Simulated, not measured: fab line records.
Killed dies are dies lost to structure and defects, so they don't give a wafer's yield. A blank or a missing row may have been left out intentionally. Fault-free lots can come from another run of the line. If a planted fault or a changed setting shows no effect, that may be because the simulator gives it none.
Which tool did it? / flow gf180mcu / Sampling: 14 lots, 42 wafers, 4 of 602 route steps

WHAT THE GAUGES READ, wafer by wafer
GF_STI_THK_MEAS_22. Usual: STI_OXIDATION_01_THK typically reads 15.05 nm, with standard deviation 0.25.
lot=L516; measured=day 2 03:44; on=film-metro-03; STI_OXIDATION_01_THK (nm)=15.23 15.05 15.05; flag=
lot=L517; measured=day 2 08:16; on=film-metro-02; STI_OXIDATION_01_THK (nm)=14.76 14.79 14.67; flag=
lot=L518; measured=day 2 14:16; on=film-metro-04; STI_OXIDATION_01_THK (nm)=15.08 14.99 15.11; flag=
lot=L519; measured=day 2 21:07; on=film-metro-03; STI_OXIDATION_01_THK (nm)=15.41 15.14 15.00; flag=
lot=L521; measured=day 3 06:10; on=film-metro-04; STI_OXIDATION_01_THK (nm)=15.26 15.32 15.31; flag=
lot=L522; measured=day 3 09:38; on=film-metro-02; STI_OXIDATION_01_THK (nm)=15.38 15.09 14.95; flag=
lot=L523; measured=day 3 15:11; on=film-metro-04; STI_OXIDATION_01_THK (nm)=15.20 15.23 15.04; flag=
lot=L525; measured=day 4 01:01; on=film-metro-04; STI_OXIDATION_01_THK (nm)=15.52 15.07 15.22; flag=
lot=L526; measured=day 4 06:21; on=film-metro-03; STI_OXIDATION_01_THK (nm)=14.60 14.36 14.31; flag=
lot=L527; measured=day 4 12:55; on=film-metro-04; STI_OXIDATION_01_THK (nm)=15.01 15.01 15.14; flag=
lot=L529; measured=day 4 23:14; on=film-metro-02; STI_OXIDATION_01_THK (nm)=15.26 15.38 15.44; flag=
lot=L534; measured=day 5 23:44; on=film-metro-04; STI_OXIDATION_01_THK (nm)=14.90 14.63 14.82; flag=
lot=L536; measured=day 6 11:47; on=film-metro-03; STI_OXIDATION_01_THK (nm)=15.08 15.44 15.39; flag=
lot=L537; measured=day 6 17:25; on=film-metro-04; STI_OXIDATION_01_THK (nm)=14.80 14.75 15.24; flag=

GF_NWELL_TW_MEAS_11. Usual: NWELL_TW typically reads 1559, with standard deviation 8.6.
lot=L516; measured=day 3 07:31; on=film-metro-04; NWELL_TW=1570 1565 1576; flag=
lot=L517; measured=day 3 13:19; on=film-metro-04; NWELL_TW=1560 1566 1564; flag=
lot=L518; measured=day 3 18:52; on=film-metro-04; NWELL_TW=1568 1564 1572; flag=
lot=L519; measured=day 4 02:44; on=film-metro-04; NWELL_TW=1557 1555 1566; flag=
lot=L521; measured=day 4 12:11; on=film-metro-02; NWELL_TW=1556 1552 1551; flag=
lot=L522; measured=day 4 16:13; on=film-metro-02; NWELL_TW=1548 1540 1552; flag=
lot=L523; measured=day 4 20:23; on=film-metro-04; NWELL_TW=1561 1562 1561; flag=
lot=L525; measured=day 5 08:06; on=film-metro-02; NWELL_TW=1552 1552 1556; flag=
lot=L526; measured=day 5 13:26; on=film-metro-04; NWELL_TW=1556 1558 1552; flag=
lot=L527; measured=day 5 20:04; on=film-metro-01; NWELL_TW=1558 1553 1559; flag=
lot=L529; measured=day 6 07:20; on=film-metro-02; NWELL_TW=1573 1573 1566; flag=
lot=L534; measured=day 7 09:41; on=film-metro-04; NWELL_TW=1558 1548 1551; flag=
lot=L536; measured=day 8 01:13; on=film-metro-01; NWELL_TW=1549 1540 1540; flag=
lot=L537; measured=day 8 03:18; on=film-metro-04; NWELL_TW=1562 1571 1570; flag=

GF_VT_IMPLANT_OVL_MEAS_07. Usual: VT_IMPLANT_OVL typically reads 0.4 nm, with standard deviation 1.3.
lot=L516; measured=day 5 15:13; on=overlay-02; VT_IMPLANT_OVL (nm)=3.0 1.6 0.7; flag=
lot=L517; measured=day 5 21:32; on=overlay-01; VT_IMPLANT_OVL (nm)=-1.4 -0.3 -1.3; flag=
lot=L518; measured=day 6 02:50; on=overlay-01; VT_IMPLANT_OVL (nm)=2.1 -0.6 2.3; flag=
lot=L519; measured=day 6 12:37; on=overlay-02; VT_IMPLANT_OVL (nm)=1.2 2.9 1.4; flag=
lot=L521; measured=day 6 22:50; on=overlay-02; VT_IMPLANT_OVL (nm)=2.4 -2.1 -0.4; flag=
lot=L522; measured=day 7 03:58; on=overlay-01; VT_IMPLANT_OVL (nm)=0.5 -0.4 -0.1; flag=
lot=L523; measured=day 7 08:25; on=overlay-02; VT_IMPLANT_OVL (nm)=1.0 0.0 3.6; flag=
lot=L525; measured=day 7 21:05; on=overlay-02; VT_IMPLANT_OVL (nm)=0.2 2.1 0.0; flag=
lot=L526; measured=day 8 03:09; on=overlay-02; VT_IMPLANT_OVL (nm)=-0.1 -0.6 -2.2; flag=
lot=L527; measured=day 8 10:52; on=overlay-02; VT_IMPLANT_OVL (nm)=0.8 -0.5 0.2; flag=
lot=L529; measured=day 8 21:33; on=overlay-02; VT_IMPLANT_OVL (nm)=-0.4 -0.5 0.3; flag=
lot=L534; measured=day 10 03:19; on=overlay-01; VT_IMPLANT_OVL (nm)=1.2 1.8 1.9; flag=
lot=L536; measured=day 10 22:16; on=overlay-01; VT_IMPLANT_OVL (nm)=-0.6 -0.2 0.7; flag=
lot=L537; measured=day 11 00:30; on=overlay-02; VT_IMPLANT_OVL (nm)=1.8 -0.3 -0.3; flag=

TOOL THAT RAN EACH LOT (tool first, then ch and the chambers of the sampled wafers, then the start)
lot=L516; GF_STI_CMP_25=cmp-01 ch 2,3, day 2 04:10
lot=L517; GF_STI_CMP_25=cmp-02 ch 0,1, day 2 08:27
lot=L518; GF_STI_CMP_25=cmp-01 ch 2,3, day 2 14:27
lot=L519; GF_STI_CMP_25=cmp-02 ch 1,3, day 2 21:21
lot=L521; GF_STI_CMP_25=cmp-01 ch 1,2, day 3 06:22
lot=L522; GF_STI_CMP_25=cmp-02 ch 1,2,3, day 3 09:53
lot=L523; GF_STI_CMP_25=cmp-01 ch 1,2,3, day 3 15:29
lot=L525; GF_STI_CMP_25=cmp-02 ch 1,2,3, day 4 01:13
lot=L526; GF_STI_CMP_25=cmp-02 ch 0,2, day 4 06:35
lot=L527; GF_STI_CMP_25=cmp-01 ch 0,2,3, day 4 13:11
lot=L529; GF_STI_CMP_25=cmp-01 ch 0,3, day 4 23:25
lot=L534; GF_STI_CMP_25=cmp-02 ch 1,2,3, day 6 00:04
lot=L536; GF_STI_CMP_25=cmp-02 ch 0,3, day 6 11:59
lot=L537; GF_STI_CMP_25=cmp-02 ch 1,3, day 6 17:40
- GF_STI_CMP_25: polishes, stops on Si3N4, t overpolish 33 s, target thk 524.6 nm.

WHAT THE TOOLS THEMSELVES READ (means of the sampled wafers that have a number; where no wafer has one, the mark that the record gives instead)
GF_STI_CMP_25. Usual: motor-current-A 12.0 A, standard deviation 1.1; overpolish-run-s 33.000 s, standard deviation 0.009; slurry-flow-ml-min 149.9, standard deviation 0.53; time-to-endpoint-s 122 s, standard deviation 4.7.
lot=L516; tool=cmp-01; motor-current-A (A)=12.0; overpolish-run-s (s)=32.997; slurry-flow-ml-min=150.0; time-to-endpoint-s (s)=117; flag=
lot=L517; tool=cmp-02; motor-current-A (A)=12.4; overpolish-run-s (s)=33.007; slurry-flow-ml-min=149.8; time-to-endpoint-s (s)=115; flag=
lot=L518; tool=cmp-01; motor-current-A (A)=13.2; overpolish-run-s (s)=32.999; slurry-flow-ml-min=149.5; time-to-endpoint-s (s)=118; flag=
lot=L519; tool=cmp-02; motor-current-A (A)=11.6; overpolish-run-s (s)=32.997; slurry-flow-ml-min=149.6; time-to-endpoint-s (s)=117; flag=
lot=L521; tool=cmp-01; motor-current-A (A)=11.3; overpolish-run-s (s)=33.001; slurry-flow-ml-min=149.9; time-to-endpoint-s (s)=118; flag=
lot=L522; tool=cmp-02; motor-current-A (A)=12.4; overpolish-run-s (s)=33.010; slurry-flow-ml-min=149.8; time-to-endpoint-s (s)=114; flag=
lot=L523; tool=cmp-01; motor-current-A (A)=11.8; overpolish-run-s (s)=33.003; slurry-flow-ml-min=149.4; time-to-endpoint-s (s)=116; flag=
lot=L525; tool=cmp-02; motor-current-A (A)=12.3; overpolish-run-s (s)=33.002; slurry-flow-ml-min=150.3; time-to-endpoint-s (s)=115; flag=
lot=L526; tool=cmp-02; motor-current-A (A)=13.0; overpolish-run-s (s)=32.996; slurry-flow-ml-min=150.5; time-to-endpoint-s (s)=119; flag=
lot=L527; tool=cmp-01; motor-current-A (A)=12.4; overpolish-run-s (s)=32.997; slurry-flow-ml-min=149.4; time-to-endpoint-s (s)=126; flag=
lot=L529; tool=cmp-01; motor-current-A (A)=11.5; overpolish-run-s (s)=32.997; slurry-flow-ml-min=149.5; time-to-endpoint-s (s)=123; flag=
lot=L534; tool=cmp-02; motor-current-A (A)=12.0; overpolish-run-s (s)=32.990; slurry-flow-ml-min=149.6; time-to-endpoint-s (s)=120; flag=
lot=L536; tool=cmp-02; motor-current-A (A)=12.2; overpolish-run-s (s)=33.006; slurry-flow-ml-min=150.4; time-to-endpoint-s (s)=173; flag=OFF
lot=L537; tool=cmp-02; motor-current-A (A)=11.8; overpolish-run-s (s)=33.000; slurry-flow-ml-min=149.9; time-to-endpoint-s (s)=204; flag=OFF

THE ANSWER, worked out from the rows above alone
Rule: lot off if the mean of its wafers having a number is beyond 3 standard deviations from the usual mean. A lot without any number at a reading at which 4 lots or more have one is off too. Where the step has rows for the other lots, those lots are counted as sound. The gauges are gone through in route order, then the tools' own readings, and for those a lot's mean is taken as printed above. At the first step where some lot is off, the reading lying furthest off is the one used; lots without a number count as furthest.
Off: L536, L537 (GF_STI_CMP_25, time-to-endpoint-s).
If a tool, at that step or one of the process steps before it, ran each lot that is off and ran no sound lot following the first of them, it fits. One fits: cmp-02 at GF_STI_CMP_25. A fault onset in the window from L534 (day 6 00:04, its last sound lot) to L536 (day 6 11:59, its first lot off) fits.
The tool's own readings at GF_STI_CMP_25 bear it out: on the lots that are off they differ by more than 5 times the standard deviation of the sound lots' means. time-to-endpoint-s reads 188 s there against 118 s on the sound lots.

WHAT HAD BEEN PUT IN BY THE SIMULATOR
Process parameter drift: cmp-02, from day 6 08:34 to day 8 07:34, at GF_STI_CMP_25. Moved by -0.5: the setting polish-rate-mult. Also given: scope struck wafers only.
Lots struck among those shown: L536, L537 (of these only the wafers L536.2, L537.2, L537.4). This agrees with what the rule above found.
